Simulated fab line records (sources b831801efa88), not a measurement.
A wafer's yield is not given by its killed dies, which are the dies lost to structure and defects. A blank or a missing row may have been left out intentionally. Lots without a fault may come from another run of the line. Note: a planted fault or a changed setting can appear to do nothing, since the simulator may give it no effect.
What tool caused it? | flow gf180mcu | 39 wafers from 13 lots sampled at 6 of the route's 602 steps

== WHAT THE GAUGES READ, wafer by wafer ==
GF_STI_CD_MEAS_12: the cd target is 220 nm.
lot  | measured    | on        | cd-nm (nm)
L633 | day 2 06:38 | cd-sem-01 | 221.0 221.9 220.0
L634 | day 2 14:19 | cd-sem-01 | 220.4 219.1 219.4
L635 | day 2 18:22 | cd-sem-01 | 218.2 219.1 219.7
L636 | day 2 21:28 | cd-sem-01 | 218.0 217.5 220.3
L638 | day 3 09:34 | cd-sem-02 | 219.7 219.7 220.8
L641 | day 4 01:17 | cd-sem-01 | 219.3 219.4 218.2
L646 | day 5 01:49 | cd-sem-01 | 220.3 220.7 221.0
L648 | day 5 11:54 | cd-sem-01 | 218.2 219.9 219.5
L649 | day 5 16:47 | cd-sem-01 | 221.2 221.3 221.4
L650 | day 5 23:01 | cd-sem-01 | 220.3 220.5 218.7
L651 | day 6 05:14 | cd-sem-01 | 221.1 220.3 220.2
L653 | day 6 13:59 | cd-sem-02 | 220.6 220.9 220.7
L654 | day 6 21:02 | cd-sem-01 | 220.0 220.1 219.8

GF_MVPSD_OVL_MEAS_07.
lot  | measured     | on         | MVPSD_OVL (nm)
L633 | day 5 07:53  | overlay-02 | 1.2 1.8 0.6
L634 | day 5 19:10  | overlay-02 | 1.2 0.0 2.3
L635 | day 5 19:26  | overlay-02 | 2.3 1.2 2.2
L636 | day 6 09:16  | overlay-02 | -3.6 -2.2 -1.3
L638 | day 6 16:08  | overlay-01 | 0.3 1.1 -0.2
L641 | day 7 09:29  | overlay-01 | -0.8 -0.9 -0.2
L646 | day 8 12:28  | overlay-02 | - - -
L648 | day 8 23:34  | overlay-02 | 1.0 -1.5 1.1
L649 | day 9 06:20  | overlay-01 | 2.2 2.4 3.1
L650 | day 9 14:19  | overlay-02 | -1.1 -0.7 -1.5
L651 | day 9 19:34  | overlay-01 | 4.6 3.2 4.2
L653 | day 10 05:43 | overlay-01 | 3.1 3.9 4.1
L654 | day 10 13:23 | overlay-02 | 0.0 0.8 2.2

GF_MVPSD_TW_MEAS_11.
lot  | measured     | on            | MVPSD_TW
L633 | day 5 08:20  | film-metro-02 | 558 557 556
L634 | day 5 19:37  | film-metro-02 | 561 555 554
L635 | day 5 19:52  | film-metro-02 | 557 557 552
L636 | day 6 09:43  | film-metro-04 | 565 568 569
L638 | day 6 16:34  | film-metro-03 | 547 546 549
L641 | day 7 09:55  | film-metro-03 | 550 546 548
L646 | day 8 12:55  | film-metro-04 | 31 31 31
L648 | day 9 00:01  | film-metro-02 | 554 556 556
L649 | day 9 06:47  | film-metro-02 | 552 552 555
L650 | day 9 14:46  | film-metro-03 | 546 544 545
L651 | day 9 20:00  | film-metro-02 | 555 554 557
L653 | day 10 06:08 | film-metro-03 | 548 550 550
L654 | day 10 13:50 | film-metro-02 | 551 550 553

GF_POLY_GATE_OVL_MEAS_11.
lot  | measured     | on         | POLY_GATE_OVL (nm)
L633 | day 9 12:22  | overlay-02 | -2 -2 0
L634 | day 10 06:25 | overlay-02 | -5 -3 -6
L635 | day 10 06:46 | overlay-01 | -1 2 -2
L636 | day 10 18:37 | overlay-02 | 5 7 4
L638 | day 11 04:26 | overlay-01 | 8 4 3
L641 | day 11 23:10 | overlay-01 | -9 -15 -1
L646 | day 13 04:15 | overlay-02 | -8 -4 -2
L648 | day 13 13:29 | overlay-01 | -8 0 -2
L649 | day 13 21:32 | overlay-01 | -6 -2 2
L650 | day 14 03:37 | overlay-01 | -7 -3 -9
L651 | day 14 14:34 | overlay-01 | -3 4 -2
L653 | day 14 21:55 | overlay-01 | -5 -10 1
L654 | day 15 07:38 | overlay-01 | -12 -4 -10

GF_HV_LDD_OVL_MEAS_08.
lot  | measured     | on         | HV_LDD_OVL (nm)
L633 | day 10 06:53 | overlay-02 | -4.2 -3.6 -2.4
L634 | day 11 02:59 | overlay-02 | 0.7 1.1 0.6
L635 | day 11 02:48 | overlay-01 | -1.1 -0.3 0.1
L636 | day 11 15:03 | overlay-02 | -2.8 -1.0 -1.9
L638 | day 12 01:30 | overlay-01 | -0.8 -0.7 -0.8
L641 | day 12 19:20 | overlay-01 | 0.7 -0.1 -1.1
L646 | day 13 18:38 | overlay-02 | -0.8 0.4 0.6
L648 | day 14 10:01 | overlay-02 | -3.9 -2.1 -3.1
L649 | day 14 21:15 | overlay-02 | -1.9 -2.2 -1.2
L650 | day 15 02:08 | overlay-01 | -0.2 -0.4 0.8
L651 | day 15 13:41 | overlay-02 | -0.1 -0.3 -1.1
L653 | day 15 21:50 | overlay-02 | -0.9 -1.7 -3.0
L654 | day 16 06:53 | overlay-01 | -1.1 -2.5 -0.1

== EACH LOT AND THE TOOL THAT RAN IT (in order: tool; ch and the chambers of the sampled wafers; start) ==
lot  | GF_MVPSD_EXPOSE_04
L633 | iline-stepper-01 ch 0, day 5 00:40
L634 | iline-stepper-01 ch 0, day 5 12:23
L635 | iline-stepper-02 ch 0, day 5 12:37
L636 | iline-stepper-01 ch 0, day 6 02:26
L638 | iline-stepper-02 ch 0, day 6 08:27
L641 | iline-stepper-02 ch 0, day 7 01:33
L646 | iline-stepper-01 ch 0, day 8 04:36
L648 | iline-stepper-01 ch 0, day 8 15:31
L649 | iline-stepper-01 ch 0, day 8 22:03
L650 | iline-stepper-01 ch 0, day 9 05:58
L651 | iline-stepper-01 ch 0, day 9 11:17
L653 | iline-stepper-02 ch 0, day 9 20:50
L654 | iline-stepper-01 ch 0, day 10 04:52
- GF_MVPSD_EXPOSE_04: exposes mask MVPSD, target cd 1000 nm.

== WHAT THE TOOLS THEMSELVES READ (means of the sampled wafers that have a number; where no wafer has one, the mark that the record gives instead) ==
The record holds no such reading with a usual standard deviation.

== THE ANSWER, worked out from the rows above alone ==
Rule: the lots themselves supply what counts as usual. The widest of any qualifying gaps counts: lots, ordered by their means at a reading, are off when they make up no more than a third of the lots, leave a main group of 4 or more, and stand apart from it by 3 or more times the standard deviation of that group's means. The tables above print the reading to a certain number of digits; a main group whose means all agree to those digits is not used. Also off: a lot with no number at a reading for which 4 or more lots have one. Where the step has rows for the other lots, those lots are counted as sound. Order of review: gauges by route order, followed by the tools' own readings, for which a lot's mean as printed above is used. At the first step where some lot is off, the reading lying furthest off is the one used; lots without a number count as furthest.
Off: L646, at GF_MVPSD_OVL_MEAS_07 (MVPSD_OVL). Without a number there: L646. Mean 1.0 nm and standard deviation 1.8 in the main group.
A tool fits if, at a process step before that reading, it ran every lot that is off, and no sound lot after the first of them. Not tried: the gauges at GF_MVPSD_OVL_MEAS_07; whatever is off there is also off at GF_MVPSD_TW_MEAS_11, on other tools, and gauge error can't account for it. No candidate that was tried fits.

== WHAT HAD BEEN PUT IN BY THE SIMULATOR ==
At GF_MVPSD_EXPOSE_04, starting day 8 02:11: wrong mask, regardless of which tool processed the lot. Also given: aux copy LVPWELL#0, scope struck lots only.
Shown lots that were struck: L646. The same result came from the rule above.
